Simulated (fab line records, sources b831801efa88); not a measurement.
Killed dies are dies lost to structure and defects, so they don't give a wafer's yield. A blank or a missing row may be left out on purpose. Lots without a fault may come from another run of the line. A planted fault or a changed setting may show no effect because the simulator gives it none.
A struck lot beside a sound one | flow sky130 | 26 steps out of a route of 708
Sound: wafers L258.1, L258.2, L258.6. Struck: wafer L260.6. (L260.4, L260.5 of the same lot were not struck and are left out.) The cause comes at the end.
At each step with rows: each side's tool, then ch and its chambers, then its first start. Under that, the readings that differ: sound wafers | struck wafers | difference of the means | sigmas: that difference in standard deviations of wafers without a fault.
alike: readings whose means differ by less than 2 such deviations, and words and numbers that are the same on both sides. not compared: withheld readings, readings that some wafer has no value for, bounds like >300 that may hide the same value, and numbers for which the record gives no deviation and whose values overlap.
The two part at a step that has a row with sigmas, a row that says differs or no value, or rows on one side only. Numbers that don't overlap but have no deviation are shown without sigmas and don't part them. A reading that every wafer of one side lacks parts them only if that side has two wafers or more.

first, 8 steps without rows for these wafers: SKY_FIELD_ISO_DEHYDRATE_05 (time 60 s); SKY_FIELD_ISO_HMDS_06 (prime time 60 s); SKY_FIELD_ISO_COAT_07 (resist thk 60 nm); SKY_FIELD_ISO_COAT_08 (resist thk 450 nm); SKY_FIELD_ISO_SOFTBAKE_09 (time 90 s); SKY_FIELD_ISO_EXPOSE_10 (exposes mask FOM, target cd 150 nm); SKY_FIELD_ISO_PEB_11; SKY_FIELD_ISO_DEVELOP_12 (develop time 60 s).
SKY_FIELD_ISO_CD_MEAS_13: target cd 150 nm.
  sound on cd_sem-01, day 3 00:46; struck on cd_sem-02, day 3 09:01
  alike: cd_nm
SKY_FIELD_ISO_ETCH_14: etches BARC in N2/H2, stops on SiO2, time 45.9 s, target depth 60 nm.
  sound on rie_diel-01 ch 1,2, day 3 00:53; struck on rie_diel-02 ch 0, day 3 09:04
  alike: bias_w, drypump_motor_current_A, oes_product_au, rf_fwd_power_W, run_length_s, throttle_valve_pct
  not compared: rf_hours_counter_h
SKY_FIELD_ISO_ETCH_15: etches the open film in CHF3/O2, stops on Si, target depth 180 nm, time 72 s.
  sound on rie_diel-01 ch 1,2, day 3 00:55; struck on rie_diel-02 ch 0, day 3 09:07
  alike: bias_w, drypump_motor_current_A, oes_product_au, rf_fwd_power_W, run_length_s, throttle_valve_pct
  not compared: rf_hours_counter_h
SKY_FIELD_ISO_STRIP_16: strips in O2/N2.
  sound on plasma_asher-01 ch 0,1, day 3 00:59; struck on plasma_asher-02 ch 1, day 3 09:12
  alike: drypump_motor_current_A, oes_product_au, strip_time_to_endpoint_s
  not compared: rf_hours_counter_h
SKY_FIELD_ISO_ETCH_17: etches Si in HBr/Cl2/O2, target depth 342 nm, time 97.7 s.
  sound on rie_si-01 ch 0,1,3, day 3 01:05; struck on rie_si-01 ch 1, day 3 09:16
  reading                                     | sound             | struck | difference | sigmas
  run_length_s (s)                            | 125.2 126.1 125.7 | 80.1   | -45.6      | -99 or more
  model.FIELD_ISO.feature_depth_nm (nm)       | 339 331.5 334.9   | 181.4  | -153.7     |
  model.etch.depth_nm (nm)                    | 339 331.5 334.9   | 181.4  | -153.7     |
  model.Si3N4_of_FIELD_ISO_CVD_03.thk_nm (nm) | 151.2 152.7 152.4 | 158.7  | +6.6       |
  alike: drypump_motor_current_A, mfc_cl2_sccm, oes_product_au, throttle_valve_pct
  not compared: bias_w, rf_fwd_power_W, rf_hours_counter_h
then, 5 steps without rows for these wafers: SKY_FIELD_ISO_WET_ETCH_18 (etches Si3N4 in H3PO4, target depth 25 nm, time 286 s); SKY_FIELD_ISO_CLEAN_19 (cleans in SC1/SC2, time 150 s); SKY_FIELD_ISO_CLEAN_20 (cleans in dHF, time 20 s); SKY_FIELD_ISO_WET_ETCH_21 (etches SiO2 in dHF, target depth 20 nm, time 400 s); SKY_FIELD_ISO_OXIDATION_22 (stabilise 600 s, purge 300 s, target thk 10 nm).
SKY_FIELD_ISO_THK_MEAS_23:
  sound on film_metro-01, day 3 02:36; struck on film_metro-02, day 3 14:34
  alike: FIELD_ISO_OXIDATION_01_THK
then, 1 step without rows for these wafers: SKY_FIELD_ISO_CVD_24 (deposits SiO2, target thk 595 nm, time 99.2 s).
SKY_FIELD_ISO_THK_MEAS_25:
  sound on film_metro-01, day 3 02:44; struck on film_metro-01, day 3 14:42
  alike: FIELD_ISO_CVD_24_THK
then, 1 step without rows for these wafers: SKY_FIELD_ISO_ANNEAL_26 (time 1800 s).
SKY_FIELD_ISO_CMP_27: polishes, stops on Si3N4, t overpolish 16 s, target thk 457.8 nm.
  sound on cmp-01 ch 0,2,3, day 3 05:14; struck on cmp-02 ch 2, day 3 18:29
  alike: motor_current_A, overpolish_run_s, retaining_ring_pressure_frac, slurry_flow_ml_min, time_to_endpoint_s
SKY_FIELD_ISO_WET_ETCH_28: etches SiO2 in dHF, target depth 23.7 nm, time 47 s.
  sound on wet_bench-04 ch 2, day 3 05:26; struck on wet_bench-04 ch 1, day 3 18:47
  reading                                     | sound             | struck | difference | sigmas
  model.Si3N4_of_FIELD_ISO_CVD_03.thk_nm (nm) | 120.8 122.4 122.1 | 128.8  | +7.0       |
  alike: run_length_s
then, 1 step without rows for these wafers: SKY_FIELD_ISO_WET_ETCH_29 (etches Si3N4 in H3PO4, target depth 160 nm, time 1825 s).
-- the record jumps here: 44 days lie between the struck wafers' starts before and after (it left off in module FIELD_ISO and takes up again in module PAD_OPEN, whose first step shown is number 708 of the route) --
SKY_PAD_OPEN_PROBE_99:
  sound on prober-01, day 47 01:58; struck on prober-02, day 47 09:59
  reading                                 | sound                         | struck    | difference | sigmas
  model.etest.pfet_16v.r_on_ohm_um        | 1.542e+04 1.518e+04 1.516e+04 | 1.194e+04 | -3.313e+03 |
  model.etest.res_p_drift_20v.line_ohm_um | 1.157e+04 1.148e+04 1.163e+04 | 7632      | -3928      |
  model.etest.res_p_drift_20v.rs_ohm_sq   | 9668 9409 9532                | 6336      | -3200      |
  model.etest.res_iso_pwell.rs_ohm_sq     | 3175 3056 3113                | 1792      | -1323      |
  model.etest.nfet_16v.r_on_ohm_um        | 1.431e+04 1.439e+04 1.42e+04  | 1.331e+04 | -9.900e+02 |
  model.etest.res_iso_pwell.line_ohm_um   | 1222 1141 1165                | 668.7     | -507.3     |
  model.etest.res_nwell.line_ohm_um       | 1099 1078 1087                | 874.5     | -213.5     |
  model.etest.res_nwell.rs_ohm_sq         | 925 917.6 915.7               | 706.1     | -213.3     |
  alike: killed_at_M0_to_M3, killed_at_M4_up, killed_at_contacts, killed_at_front_end, killed_at_other, killed_dies, killed_open, killed_short

WHERE THEY PART
Only at SKY_FIELD_ISO_ETCH_17, within this record. Later steps at which nothing parts them and some readings are alike: SKY_FIELD_ISO_THK_MEAS_23, SKY_FIELD_ISO_THK_MEAS_25, SKY_FIELD_ISO_CMP_27, SKY_FIELD_ISO_WET_ETCH_28, SKY_PAD_OPEN_PROBE_99.

WHY: what the simulator had put in
Process parameter drift: rie_si-01, from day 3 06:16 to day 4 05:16, at SKY_FIELD_ISO_ETCH_17. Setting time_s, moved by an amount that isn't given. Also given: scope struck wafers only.
